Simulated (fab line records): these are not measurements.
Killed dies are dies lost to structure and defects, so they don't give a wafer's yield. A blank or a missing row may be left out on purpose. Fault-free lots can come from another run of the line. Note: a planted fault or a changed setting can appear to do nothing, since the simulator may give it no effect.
2 desks, one fault :: flow gf180mcu :: every desk sees just its own numbers, and what lay behind them comes last

## FROM THE METROLOGY DESK
Lot by lot, what the gauges showed, no matter which tool ran the lot: averages of those sampled wafers that carry a number. The brackets show how far a lot's mean lies from the usual mean; more than 4 standard deviations puts the lot out of limits, marked OUT.
Columns: A = HV_LDD_OVL at GF_HV_LDD_OVL_MEAS_08, usual -0.3 nm; B = HV_LDD_2_TW at GF_HV_LDD_TW_MEAS_23, usual 1059; C = HV_LDD_4_TW at GF_HV_LDD_TW_MEAS_50, usual 573
lot: L310
first seen here: day 9 21:47
A: 0.0
B: 1031
C: 582

lot: L311
first seen here: day 10 08:53
A: 0.2
B: 1041
C: 573

lot: L314
first seen here: day 11 04:55
A: -2.0
B: 1076
C: 572

lot: L315
first seen here: day 11 16:22
A: -1.0
B: 1048
C: 569

lot: L318
first seen here: day 12 12:42
A: -0.6
B: 1072
C: 573

lot: L319
first seen here: day 12 20:01
A: 0.7
B: 1052
C: 564

lot: L320
first seen here: day 13 03:16
A: -0.7
B: 1075
C: 577

lot: L322
first seen here: day 13 19:58
A: -1.5
B: 1054
C: 565

lot: L324
first seen here: day 14 09:43
A: 0.7
B: 1064
C: 570

lot: L328
first seen here: day 15 17:45
A: -0.1
B: 1119 (+5.0) OUT
C: 572

lot: L329
first seen here: day 16 05:02
A: -0.5
B: 1118 (+4.9) OUT
C: 567

lot: L330
first seen here: day 16 05:20
A: -0.5
B: 1063
C: 577

lot: L333
first seen here: day 17 05:04
A: 2.0
B: 1057
C: 569
This desk's finding: out of limits on L328, L329; first on L328, day 16 16:17 (HV_LDD_2_TW at GF_HV_LDD_TW_MEAS_23). L310, L311, L314, L315, L318, L319, L320, L322, L324, L330, L333: within limits.

## AT THE TOOL OWNER'S DESK: implanter-03
For each lot that ran on this tool, the mean over its sampled wafers that have a number, from the tool's own readings at GF_HV_LDD_IMPLANT_21. The brackets show how far a lot's mean lies from the usual mean; more than 4 standard deviations puts the lot out of limits, marked OUT.
Columns: A = doseIonsCm2 at GF_HV_LDD_IMPLANT_21, usual 5.001e+13; B = faradayCurrentUA at GF_HV_LDD_IMPLANT_21, usual 282
lot: L311
first seen here: day 11 03:16
A: 5.000e+13
B: 282

lot: L314
first seen here: day 12 00:26
A: 5.002e+13
B: 286

lot: L315
first seen here: day 12 12:26
A: 4.998e+13
B: 282

lot: L320
first seen here: day 13 22:59
A: 5.004e+13
B: 285

lot: L322
first seen here: day 14 16:47
A: 5.006e+13
B: 283

lot: L324
first seen here: day 15 06:42
A: 5.002e+13
B: 278

lot: L328
first seen here: day 16 16:03
A: 5.963e+13 (+99 or more) OUT
B: 333 (+8.7) OUT

lot: L329
first seen here: day 17 03:29
A: 5.963e+13 (+99 or more) OUT
B: 338 (+9.5) OUT
This desk's verdict: out of limits on L328, L329, starting with L328 at day 16 16:03 (doseIonsCm2 at GF_HV_LDD_IMPLANT_21). L311, L314, L315, L320, L322, L324: within limits.

## ALL TOGETHER
The tool owner's desk could have raised an alarm at day 16 16:03, on L328, L329.
Metrology desk: alarm possible at day 16 16:17 on L328, L329.
The lots listed all ran GF_HV_LDD_IMPLANT_21 on implanter-03.

## WHAT HAD BEEN PUT IN BY THE SIMULATOR
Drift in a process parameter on implanter-03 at GF_HV_LDD_IMPLANT_21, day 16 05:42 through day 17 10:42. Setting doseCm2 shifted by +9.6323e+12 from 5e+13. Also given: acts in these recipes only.
Struck lots among those shown: L328, L329.
Counting hours from when the fault started, the first reading out of limits came at 10 for the tool owner's desk and at 11 for the metrology desk.
